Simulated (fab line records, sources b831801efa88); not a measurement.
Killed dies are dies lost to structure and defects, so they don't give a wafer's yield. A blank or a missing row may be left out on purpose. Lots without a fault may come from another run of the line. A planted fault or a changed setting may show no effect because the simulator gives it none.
fab line records | flow sky130
record lots=24 wafers=72 last_day=50
route steps=708 shown VIA1@459 METAL3@564 VIA4@640 METAL5@665 PASSIVATION@692
lots that met no fault: from a run of the same line without faults
start_h: hours from the record's first day to the start of the lot's first wafer shown | wait_h: hours since the lot's step before | " the same as in the row above | L1.1+2: a row that stands for several wafers | - no value, or no start given | * or withheld: withheld | < > ~ a bound
route shown NAME@n: a module of which the file shows steps, and the number in the route of the first | usual: mean/standard deviation of fault-free wafers | same: alike in all rows | chamber/n: place in a boat | sites: the reading at each site | _std_site: their standard deviation | _edge_site: outer sites' mean less inner sites' | radius_mm: how far each site lies from the wafer's centre | mask NAME#n: copy n | behind: the tool/chamber that last shaped the wafer | hold: why the lot was held/for how many hours/how that ended | device: the transistor (n, p or np) that didn't switch | end of line: the same wafers' tests at the end of the route | a step without rows: its recipe alone | killed: dies lost to structure and defects at the first sort, not the wafer's yield | map: a wafer's dies, x killed, . not, _ none there
set.NAME: the setting as run; set.NAME@STEP: as run at that earlier step | model.NAME: the simulator's own value behind a step, which no gauge read
steps of the route over a sample of lots; a table a step, a row a wafer
services: from which hour (start_h, from the record's first day; less than 0 if before it) a tool's chamber was out of use, for how many hours, and why
## steps
# step SKY_VIA1_THK_MEAS_01
# recipe reads=SiO2_of_VIA1_HDPCVD_00
# usual VIA1_HDPCVD_THK=1030/12
# columns lot.wafer tool chamber start_h wait_h VIA1_HDPCVD_THK[nm]
L075.1 film_metro-01 - 762.70 0.1 1030
L075.5 " - " " 1032
L075.6 " - " " 1025
L074.1 film_metro-04 - 762.86 0.1 1034
L074.5 " - " " 1029
L074.6 " - " " 1021
L076.3 film_metro-01 - 773.03 0.1 1043
L076.4 " - " " 1043
L076.5 " - " " 1041
L077.3 film_metro-02 - 777.90 0.1 1044
L077.4 " - " " 1047
L077.6 " - " " 1049
L078.1 film_metro-04 - 782.65 0.1 1038
L078.2 " - " " 1042
L078.3 " - " " 1068
L079.1 film_metro-02 - 795.35 0.1 1042
L079.2 " - " " 1026
L079.5 " - " " 1039
L080.3 film_metro-01 - 802.84 0.1 1032
L080.4 " - " " 1023
L080.5 " - " " 1038
L081.1 film_metro-02 - 824.95 0.1 1020
L081.3 " - " " 1020
L081.6 " - " " 1028
L082.2 film_metro-02 - 831.57 0.1 1021
L082.3 " - " " 1029
L082.6 " - " " 1026
L083.2 film_metro-04 - 832.01 0.1 1006
L083.4 " - " " 1006
L083.6 " - " " 1022
L084.1 film_metro-01 - 840.38 0.1 1032
L084.4 " - " " 1009
L084.6 " - " " 1020
L085.3 film_metro-01 - 844.50 0.1 1028
L085.5 " - " " 1031
L085.6 " - " " 1028
L087.2 film_metro-04 - 872.94 0.1 1026
L087.5 " - " " 1034
L087.6 " - " " 1039
L086.1 film_metro-04 - 873.62 0.1 1014
L086.3 " - " " 1000
L086.5 " - " " 1015
L088.2 film_metro-01 - 876.34 0.1 1031
L088.3 " - " " 1050
L088.6 " - " " 1058
L089.2 film_metro-01 - 886.58 0.1 1021
L089.5 " - " " 1006
L089.6 " - " " 1022
L092.2 film_metro-01 - 889.67 0.1 1032
L092.4 " - " " 1039
L092.5 " - " " 1020
L090.2 film_metro-04 - 891.51 0.1 1012
L090.3 " - " " 1023
L090.5 " - " " 1020
L091.2 film_metro-04 - 894.16 0.1 1007
L091.4 " - " " 1039
L091.5 " - " " 1031
L093.1 film_metro-01 - 899.07 0.1 1030
L093.2 " - " " 1033
L093.4 " - " " 1034
L094.1 film_metro-02 - 904.21 0.1 1027
L094.2 " - " " 1038
L094.6 " - " " 1034
L095.1 film_metro-04 - 913.55 0.1 1022
L095.2 " - " " 1041
L095.3 " - " " 1031
L096.1 film_metro-04 - 923.16 0.1 1031
L096.2 " - " " 1016
L096.5 " - " " 1042
L097.1 film_metro-02 - 927.47 0.1 1045
L097.5 " - " " 1030
L097.6 " - " " 1036
# step SKY_VIA1_RS_MEAS_22
# recipe thk_meas_gauge=four-point-probe reads=W_of_VIA1_CVD_21+TiN_of_VIA1_SPUTTER_20
# usual VIA1_W_RS=0.428/0.0043
# columns lot.wafer tool chamber start_h wait_h VIA1_W_RS[ohm/sq]
L075.1 film_metro-02 - 792.09 0.1 0.425
L075.5 " - " " 0.427
L075.6 " - " " 0.421
L074.1 film_metro-01 - 792.35 0.1 0.424
L074.5 " - " " 0.425
L074.6 " - " " 0.431
L076.3 film_metro-04 - 801.32 0.1 0.432
L076.4 " - " " 0.434
L076.5 " - " " 0.433
L077.3 film_metro-02 - 806.24 0.1 0.435
L077.4 " - " " 0.427
L077.6 " - " " 0.425
L078.1 film_metro-02 - 810.96 0.1 0.427
L078.2 " - " " 0.433
L078.3 " - " " 0.429
L079.1 film_metro-01 - 822.89 0.1 0.425
L079.2 " - " " 0.428
L079.5 " - " " 0.424
L080.3 film_metro-04 - 829.91 0.1 0.424
L080.4 " - " " 0.430
L080.5 " - " " 0.430
L081.1 film_metro-01 - 852.74 0.1 0.430
L081.3 " - " " 0.427
L081.6 " - " " 0.430
L082.2 film_metro-04 - 858.94 0.1 0.435
L082.3 " - " " 0.434
L082.6 " - " " 0.424
L083.2 film_metro-02 - 859.51 0.1 0.427
L083.4 " - " " 0.431
L083.6 " - " " 0.428
L084.1 film_metro-02 - 868.05 0.1 0.429
L084.4 " - " " 0.433
L084.6 " - " " 0.429
L085.3 film_metro-02 - 872.38 0.1 0.429
L085.5 " - " " 0.422
L085.6 " - " " 0.431
L087.2 film_metro-04 - 899.24 0.1 0.424
L087.5 " - " " 0.418
L087.6 " - " " 0.434
L086.1 film_metro-02 - 900.60 0.1 0.429
L086.3 " - " " 0.427
L086.5 " - " " 0.429
L088.2 film_metro-02 - 902.90 0.1 0.427
L088.3 " - " " 0.429
L088.6 " - " " 0.423
L089.2 film_metro-04 - 912.46 0.1 0.428
L089.5 " - " " 0.426
L089.6 " - " " 0.431
L092.2 film_metro-02 - 916.12 0.1 0.430
L092.4 " - " " 0.423
L092.5 " - " " 0.425
L090.2 film_metro-01 - 917.55 0.1 0.429
L090.3 " - " " 0.429
L090.5 " - " " 0.426
L091.2 film_metro-04 - 920.42 0.1 0.435
L091.4 " - " " 0.430
L091.5 " - " " 0.424
L093.1 film_metro-04 - 924.67 0.1 0.418
L093.2 " - " " 0.421
L093.4 " - " " 0.422
L094.1 film_metro-04 - 929.86 0.1 0.422
L094.2 " - " " 0.428
L094.6 " - " " 0.428
L095.1 film_metro-02 - 939.36 0.1 0.425
L095.2 " - " " 0.429
L095.3 " - " " 0.432
L096.1 film_metro-02 - 949.29 0.1 0.431
L096.2 " - " " 0.434
L096.5 " - " " 0.431
L097.1 film_metro-01 - 953.85 0.1 0.427
L097.5 " - " " 0.426
L097.6 " - " " 0.432
# step SKY_METAL3_OVL_MEAS_14
# usual METAL3_OVL=4/5.8
# columns lot.wafer tool chamber start_h wait_h METAL3_OVL[nm]
L075.1 overlay-02 - 899.39 0.1 14
L075.5 " - " " 5
L075.6 " - " " 10
L074.1 overlay-02 - 900.84 0.1 4
L074.5 " - " " 7
L074.6 " - " " 4
L076.3 overlay-01 - 908.95 0.1 12
L076.4 " - " " 3
L076.5 " - " " 15
L077.3 overlay-02 - 912.94 0.1 -2
L077.4 " - " " 8
L077.6 " - " " 7
L078.1 overlay-01 - 918.70 0.1 -1
L078.2 " - " " -1
L078.3 " - " " 1
L079.1 overlay-02 - 929.63 0.1 1
L079.2 " - " " 3
L079.5 " - " " 7
L080.3 overlay-02 - 936.30 0.1 5
L080.4 " - " " 8
L080.5 " - " " 7
L081.1 overlay-01 - 958.89 0.1 2
L081.3 " - " " -7
L081.6 " - " " 9
L082.2 overlay-02 - 961.99 0.1 -7
L082.3 " - " " 3
L082.6 " - " " -3
L083.2 overlay-01 - 963.15 0.1 0
L083.4 " - " " -3
L083.6 " - " " -2
L084.1 overlay-01 - 972.78 0.1 2
L084.4 " - " " -4
L084.6 " - " " -5
L085.3 overlay-01 - 974.41 0.1 6
L085.5 " - " " 6
L085.6 " - " " 5
L087.2 overlay-01 - 998.71 0.1 3
L087.5 " - " " 4
L087.6 " - " " 0
L086.1 overlay-02 - 1000.34 0.1 1
L086.3 " - " " -3
L086.5 " - " " -3
L088.2 overlay-01 - 1002.25 0.1 -5
L088.3 " - " " 9
L088.6 " - " " 0
L089.2 overlay-01 - 1013.10 0.1 10
L089.5 " - " " 15
L089.6 " - " " 10
L092.2 overlay-01 - 1015.76 0.1 12
L092.4 " - " " 8
L092.5 " - " " 4
L090.2 overlay-02 - 1017.39 0.1 1
L090.3 " - " " 9
L090.5 " - " " 5
L091.2 overlay-02 - 1019.55 0.1 6
L091.4 " - " " 8
L091.5 " - " " -8
L093.1 overlay-02 - 1021.99 0.1 8
L093.2 " - " " 8
L093.4 " - " " 6
L094.1 overlay-02 - 1028.34 0.1 8
L094.2 " - " " 3
L094.6 " - " " 9
L095.1 overlay-02 - 1036.50 0.1 7
L095.2 " - " " 8
L095.3 " - " " 14
L096.1 overlay-02 - 1044.29 0.1 0
L096.2 " - " " 8
L096.5 " - " " 3
L097.1 overlay-02 - 1052.54 0.1 -1
L097.5 " - " " 1
L097.6 " - " " -1
# step SKY_VIA4_THK_MEAS_01
# recipe reads=SiO2_of_VIA4_HDPCVD_00
# usual VIA4_HDPCVD_THK=1740/20
# columns lot.wafer tool chamber start_h wait_h VIA4_HDPCVD_THK[nm]
L075.1 film_metro-03 - 976.80 0.1 1762
L075.5 " - " " 1746
L075.6 " - " " 1755
L074.1 film_metro-03 - 979.20 0.1 1739
L074.5 " - " " 1734
L074.6 " - " " 1767
L076.3 film_metro-04 - 986.42 0.1 1712
L076.4 " - " " 1741
L076.5 " - " " 1702
L077.3 film_metro-04 - 989.98 0.1 1729
L077.4 " - " " 1734
L077.6 " - " " 1738
L078.1 film_metro-01 - 996.50 0.1 1725
L078.2 " - " " 1760
L078.3 " - " " 1732
L079.1 film_metro-04 - 1006.01 0.1 1722
L079.2 " - " " 1732
L079.5 " - " " 1763
L080.3 film_metro-03 - 1011.09 0.1 1783
L080.4 " - " " 1754
L080.5 " - " " 1786
L081.1 film_metro-03 - 1034.03 0.1 1740
L081.3 " - " " 1735
L081.6 " - " " 1748
L082.2 film_metro-03 - 1035.84 0.1 1756
L082.3 " - " " 1725
L082.6 " - " " 1695
L083.2 film_metro-03 - 1037.33 0.1 1729
L083.4 " - " " 1728
L083.6 " - " " 1731
L084.1 film_metro-04 - 1046.44 0.1 1756
L084.4 " - " " 1741
L084.6 " - " " 1752
L085.3 film_metro-03 - 1048.93 0.1 1749
L085.5 " - " " 1759
L085.6 " - " " 1726
L087.2 film_metro-01 - 1071.17 0.1 1746
L087.5 " - " " 1775
L087.6 " - " " 1725
L086.1 film_metro-04 - 1072.64 0.1 1745
L086.3 " - " " 1749
L086.5 " - " " 1745
L088.2 film_metro-04 - 1074.22 0.1 1716
L088.3 " - " " 1713
L088.6 " - " " 1758
L089.2 film_metro-01 - 1085.02 0.2 1741
L089.5 " - " " 1728
L089.6 " - " " 1721
L092.2 film_metro-03 - 1086.61 0.1 1737
L092.4 " - " " 1745
L092.5 " - " " 1775
L090.2 film_metro-04 - 1088.41 0.1 1763
L090.3 " - " " 1719
L090.5 " - " " 1718
L091.2 film_metro-04 - 1090.35 0.1 1713
L091.4 " - " " 1739
L091.5 " - " " 1709
L093.1 film_metro-01 - 1092.14 0.1 1758
L093.2 " - " " 1725
L093.4 " - " " 1720
L094.1 film_metro-03 - 1096.60 0.1 1754
L094.2 " - " " 1757
L094.6 " - " " 1730
L095.1 film_metro-04 - 1104.99 0.1 1774
L095.2 " - " " 1758
L095.3 " - " " 1737
L096.1 film_metro-04 - 1112.17 0.1 1779
L096.2 " - " " 1736
L096.5 " - " " 1737
L097.1 film_metro-04 - 1117.88 0.1 1699
L097.5 " - " " 1755
L097.6 " - " " 1711
# step SKY_METAL5_SPUTTER_04
# recipe material=TiN target_thk_nm=70 power_w=6500 time_s=58.3 chamber_pressure_pa=0.4
# usual throttle_valve_pct=30.4/1.6
# columns lot.wafer tool chamber start_h wait_h throttle_valve_pct
L075.1 pvd_sputter-01 - 1001.05 0.0 31.0
L075.5 " - " " 31.0
L075.6 " - " " 31.1
L074.1 pvd_sputter-03 - 1002.87 0.0 32.0
L074.5 " - " " 30.2
L074.6 " - " " 29.6
L076.3 pvd_sputter-01 - 1010.63 0.0 33.2
L076.4 " - " " 29.5
L076.5 " - " " 30.5
L077.3 pvd_sputter-03 - 1014.17 0.0 30.4
L077.4 " - " " 29.7
L077.6 " - " " 27.3
L078.1 pvd_sputter-03 - 1020.78 0.0 30.2
L078.2 " - " " 31.8
L078.3 " - " " 29.6
L079.1 pvd_sputter-01 - 1031.06 0.0 33.2
L079.2 " - " " 29.6
L079.5 " - " " 33.6
L080.3 pvd_sputter-03 - 1036.11 0.0 32.1
L080.4 " - " " 29.9
L080.5 " - " " 29.7
L081.1 pvd_sputter-01 - 1057.93 0.0 29.8
L081.3 " - " " 33.2
L081.6 " - " " 29.6
L082.2 pvd_sputter-02 - 1059.98 0.0 30.0
L082.3 " - " " 30.8
L082.6 " - " " 30.1
L083.2 pvd_sputter-03 - 1060.95 0.0 30.2
L083.4 " - " " 30.0
L083.6 " - " " 30.8
L084.1 pvd_sputter-03 - 1069.43 0.0 32.1
L084.4 " - " " 30.4
L084.6 " - " " 32.0
L085.3 pvd_sputter-03 - 1071.73 0.0 27.5
L085.5 " - " " 27.4
L085.6 " - " " 30.1
L087.2 pvd_sputter-01 - 1092.95 0.0 29.9
L087.5 " - " " 30.8
L087.6 " - " " 29.6
L086.1 pvd_sputter-03 - 1094.54 0.0 32.0
L086.3 " - " " 30.2
L086.5 " - " " 30.3
L088.2 pvd_sputter-01 - 1095.87 0.0 33.5
L088.3 " - " " 30.9
L088.6 " - " " 30.7
L089.2 pvd_sputter-02 - 1106.62 0.0 28.9
L089.5 " - " " 28.7
L089.6 " - " " 30.0
L092.2 pvd_sputter-02 - 1108.13 0.0 30.4
L092.4 " - " " 30.1
L092.5 " - " " 30.0
L090.2 pvd_sputter-03 - 1110.12 0.0 30.3
L090.3 " - " " 27.4
L090.5 " - " " 32.0
L091.2 pvd_sputter-01 - 1111.94 0.0 29.8
L091.4 " - " " 31.1
L091.5 " - " " 29.9
L093.1 pvd_sputter-01 - 1113.33 0.0 30.9
L093.2 " - " " 30.8
L093.4 " - " " 33.2
L094.1 pvd_sputter-02 - 1117.47 0.0 30.6
L094.2 " - " " 30.0
L094.6 " - " " 30.1
L095.1 pvd_sputter-01 - 1125.96 0.0 30.0
L095.2 " - " " 33.2
L095.3 " - " " 30.9
L096.1 pvd_sputter-03 - 1132.69 0.0 29.8
L096.2 " - " " 30.0
L096.5 " - " " 30.4
L097.1 pvd_sputter-03 - 1138.34 0.0 31.7
L097.5 " - " " 32.0
L097.6 " - " " 27.3
# step SKY_PASSIVATION_ETCH_11
# recipe chemistry=CF4/O2 target_depth_nm=725 stop_on=AlCu source_w=800 bias_w=150 pressure_mtorr=150 cf4_flow_sccm=80 O2_flow_sccm=10 time_s=161.1
# usual chamber_pressure_mTorr=150.02/0.14 drypump_motor_current_A=5.7/0.43 oes_product_au=0.974/0.0073 throttle_valve_pct=5.964/0.0095
# columns lot.wafer tool chamber start_h wait_h chamber_pressure_mTorr drypump_motor_current_A oes_product_au rf_hours_counter_h throttle_valve_pct
L075.1 rie_diel-03 1 1048.01 - 150.01 5.5 0.972 16 5.950
L075.5 " 3 " " 150.03 5.9 0.975 - 5.973
L075.6 " 2 " " 149.84 6.2 0.978 - 5.966
L074.1 rie_diel-02 1 1049.67 - 149.96 5.3 0.972 18 5.958
L074.5 " 0 " " 149.97 5.9 0.972 - 5.953
L074.6 " 3 " " 149.98 6.2 0.963 - 5.969
L076.3 rie_diel-01 3 1056.83 - 149.86 5.1 0.971 24 5.973
L076.4 " 2 " " 150.19 5.4 0.992 15 5.971
L076.5 " 0 " " 150.13 6.4 0.978 - 5.972
L077.3 rie_diel-03 0 1060.36 - 150.02 5.1 0.969 18 5.974
L077.4 " 3 " " 150.04 5.9 0.978 7 5.968
L077.6 " 2 " " 150.12 6.2 0.973 - 5.969
L078.1 rie_diel-02 3 1066.11 - 150.07 6.3 0.973 17 5.964
L078.2 " 1 " " 150.06 5.3 0.970 19 5.968
L078.3 " 2 " " 150.02 6.1 0.972 9 5.968
L079.1 rie_diel-01 3 1075.61 - 150.07 5.1 0.968 25 5.979
L079.2 " 1 " " 150.10 5.4 0.959 22 5.957
L079.5 " 1 " " 149.80 5.4 0.984 - 5.954
L080.3 rie_diel-03 0 1079.97 - 149.89 5.1 0.973 19 5.962
L080.4 " 3 " " 150.10 5.9 0.989 7 5.972
L080.5 " 2 " " 149.99 6.2 0.981 - 5.967
L081.1 rie_diel-02 0 1100.92 - 150.35 5.9 0.961 22 5.957
L081.3 " 2 " " 150.10 6.1 0.958 10 5.970
L081.6 " 3 " " 150.16 6.3 0.982 - 5.968
L082.2 rie_diel-02 0 1101.92 - 149.97 5.9 0.968 22 5.960
L082.3 " 1 " " 150.05 5.3 0.979 20 5.965
L082.6 " 1 " " 149.88 5.3 0.980 - 5.980
L083.2 rie_diel-03 2 1103.17 - 149.97 6.2 0.972 27 5.966
L083.4 " 3 " " 149.75 5.9 0.976 8 5.961
L083.6 " 0 " " 149.95 5.1 0.988 - 5.959
L084.1 rie_diel-03 3 1110.57 - 149.94 5.9 0.979 8 5.949
L084.4 " 2 " " 149.91 6.2 0.982 28 5.955
L084.6 " 0 " " 149.93 5.1 0.987 - 5.963
L085.3 rie_diel-03 1 1113.17 - 150.06 5.6 0.971 18 5.951
L085.5 " 1 " " 149.72 5.6 0.986 - 5.961
L085.6 " 0 " " 150.16 5.1 0.990 - 5.971
L087.2 rie_diel-03 0 1131.91 - 150.03 5.1 0.981 21 5.973
L087.5 " 0 " " 150.13 5.1 0.983 - 5.970
L087.6 " 1 " " 150.28 5.5 0.979 - 5.963
L086.1 rie_diel-02 3 1133.97 - 150.05 6.2 0.975 19 5.974
L086.3 " 2 " " 149.95 6.1 0.970 11 5.970
L086.5 " 3 " " 149.80 6.2 0.983 - 5.979
L088.2 rie_diel-03 2 1135.47 - 150.09 6.2 0.969 29 5.969
L088.3 " 0 " " 149.89 5.1 0.988 21 5.975
L088.6 " 1 " " 150.16 5.6 0.972 - 5.985
L089.2 rie_diel-03 0 1145.68 - 150.14 5.1 0.960 21 5.969
L089.5 " 3 " " 150.10 5.9 0.971 - 5.968
L089.6 " 0 " " 149.74 5.1 0.980 - 5.957
L092.2 rie_diel-02 0 1147.96 - 150.20 5.9 0.973 24 5.965
L092.4 " 0 " " 150.09 5.9 0.986 - 5.954
L092.5 " 2 " " 150.00 6.1 0.963 - 5.969
L090.2 rie_diel-03 0 1149.08 - 150.01 5.1 0.963 21 5.959
L090.3 " 3 " " 150.03 5.8 0.976 10 5.968
L090.5 " 2 " " 150.03 6.2 0.986 - 5.979
L091.2 rie_diel-02 3 1151.06 - 149.81 6.2 0.985 20 5.970
L091.4 " 1 " " 149.94 5.3 0.972 22 5.974
L091.5 " 2 " " 150.03 6.1 0.961 - 5.959
L093.1 rie_diel-01 2 1152.23 - 149.93 5.4 0.962 18 5.952
L093.2 " 3 " " 150.05 5.0 0.977 27 5.947
L093.4 " 1 " " 150.11 5.3 0.980 25 5.960
L094.1 rie_diel-03 3 1156.21 - 150.08 5.9 0.976 10 5.978
L094.2 " 0 " " 150.24 5.1 0.968 22 5.960
L094.6 " 3 " " 149.94 5.9 0.978 - 5.980
L095.1 rie_diel-02 0 1163.21 - 149.65 5.9 0.976 24 5.955
L095.2 " 2 " " 150.09 6.1 0.957 12 5.985
L095.3 " 3 " " 150.19 6.3 0.978 20 5.979
L096.1 rie_diel-02 0 1169.88 - 149.87 5.9 0.969 24 5.953
L096.2 " 1 " " 150.11 5.3 0.971 22 5.972
L096.5 " 1 " " 150.06 5.3 0.979 - 5.972
L097.1 rie_diel-01 0 1174.72 - 150.20 6.4 0.972 27 5.963
L097.5 " 3 " " 150.02 5.0 0.981 - 5.959
L097.6 " 2 " " 150.28 5.4 0.988 - 5.974
## services
# columns tool chamber start_h hours kind
rie_diel-03 - 979.48 4.3 pm
rie_diel-01 3 994.35 7.9 repair
pvd_sputter-02 - 1003.50 3.2 repair
pvd_sputter-02 0 1014.48 - consumable_replace:kit
pvd_sputter-02 0 1014.48 18.0 scheduled_down
rie_diel-02 - 1048.82 0.4 repair
rie_diel-01 2 1064.35 8.5 repair
pvd_sputter-03 2 1064.48 - consumable_replace:kit
pvd_sputter-03 2 1064.48 18.0 scheduled_down
pvd_sputter-03 2 1064.48 18.0 vent_cycle
rie_diel-02 3 1072.79 10.4 repair
pvd_sputter-02 - 1073.56 7.9 repair
pvd_sputter-01 - 1075.63 2.3 repair
rie_diel-01 - 1089.88 2.1 repair
rie_diel-03 2 1090.04 1.8 repair
rie_diel-02 - 1091.37 2.8 pm
pvd_sputter-02 - 1103.59 2.6 repair
pvd_sputter-01 3 1132.82 - consumable_replace:kit
pvd_sputter-01 3 1132.82 18.0 scheduled_down
pvd_sputter-01 3 1132.82 18.0 vent_cycle
rie_diel-02 3 1143.91 5.5 repair
pvd_sputter-03 1 1163.44 - consumable_replace:kit
pvd_sputter-03 1 1163.44 18.0 scheduled_down
pvd_sputter-03 1 1163.44 18.0 vent_cycle
## key
fault none
